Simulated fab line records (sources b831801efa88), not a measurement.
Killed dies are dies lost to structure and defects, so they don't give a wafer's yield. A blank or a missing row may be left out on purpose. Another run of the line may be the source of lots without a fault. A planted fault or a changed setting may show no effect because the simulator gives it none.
Matching of chambers    flow sky130    SKY_SPACER_ETCHBACK_02 on rie-diel-03: 4 sister chambers
The step etches Si3N4 in CH3F/O2, stops on SiO2, time 46.7 s, target depth 45 nm. 4 wafers are shown with their chamber, then 7 later ones without.

== WAFERS, EACH WITH ITS CHAMBER ==
wafer   chamber  drypump-motor-current-A (A)
L853.3  2        6.08
L853.4  1        5.83
L856.6  3        5.94
L857.5  0        5.86

== WAFERS WITH NO CHAMBER GIVEN ==
wafer   drypump-motor-current-A (A)
L857.6  5.97
L865.3  5.93
L865.5  5.95
L865.6  6.09
L869.1  5.95
L869.2  6.08
L869.5  5.96

== WHICH CHAMBER EACH ONE RAN IN ==
wafer   from the rows above  in truth
L857.6  3                    3
L865.3  3                    3
L865.5  3                    3
L865.6  2                    2
L869.1  3                    3
L869.2  2                    2
L869.5  3                    3
Correct placement for 7 of the 7. Left unplaced by these rows: 0. Number placed wrongly: 0.
How it was worked out, from the rows above alone: a wafer's distance from a chamber is the root of the sum, over the readings, of the square of ((its reading less the chamber's mean) divided by the reading's scatter). The wafer belongs to the nearest chamber; if the next one is less than 2 further off, it can't be placed. The mean given for a chamber averages the wafers shown for that chamber. The scatter: root of mean squared gap, hidden wafer to nearest shown wafer, with one shown wafer a chamber.
